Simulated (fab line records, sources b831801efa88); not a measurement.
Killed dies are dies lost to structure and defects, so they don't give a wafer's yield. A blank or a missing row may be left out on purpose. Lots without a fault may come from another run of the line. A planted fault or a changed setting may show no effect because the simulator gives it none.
Which tool did it? | flow gf180mcu | 6 lots, 17 wafers sampled, at 1 step of a route of 602

WHAT THE GAUGES READ, wafer by wafer
GF_HV_LDD_THK_MEAS_57.
lot  | measured     | on            | HV_LDD_CVD_56_THK (nm)
L927 | day 13 08:04 | film_metro-01 | 89.2 89.0 89.4
L931 | day 15 03:12 | film_metro-04 | 90.8 89.6 90.1
L933 | day 15 14:28 | film_metro-04 | 91.4 91.8 92.2
L938 | day 17 10:20 | film_metro-01 | 89.0 89.6
L944 | day 19 04:20 | film_metro-04 | 89.8 90.5 89.8
L946 | day 20 02:16 | film_metro-04 | 88.7 88.3 88.7

WHICH TOOL RAN EACH LOT (tool, then ch and the chambers of the sampled wafers, then the start)
The record holds no process step before these readings.

THE ANSWER, worked out from the rows above alone
Rule: what is usual is taken from the lots themselves. Put in order of their means at a reading, lots are off if they are a third of the lots or fewer, leave a main group of 4 or more, and stand apart from it by a gap of 3 or more times the standard deviation of the main group's means; of several such gaps the widest counts. A main group whose means are all the same, to the digits that the tables above print for the reading, isn't used. A lot without any number at a reading at which 4 lots or more have one is off too. The other lots that the step has rows for count as sound.
No lot is off at any reading shown: from this, nothing can be told.

WHAT THE SIMULATOR HAD PUT IN
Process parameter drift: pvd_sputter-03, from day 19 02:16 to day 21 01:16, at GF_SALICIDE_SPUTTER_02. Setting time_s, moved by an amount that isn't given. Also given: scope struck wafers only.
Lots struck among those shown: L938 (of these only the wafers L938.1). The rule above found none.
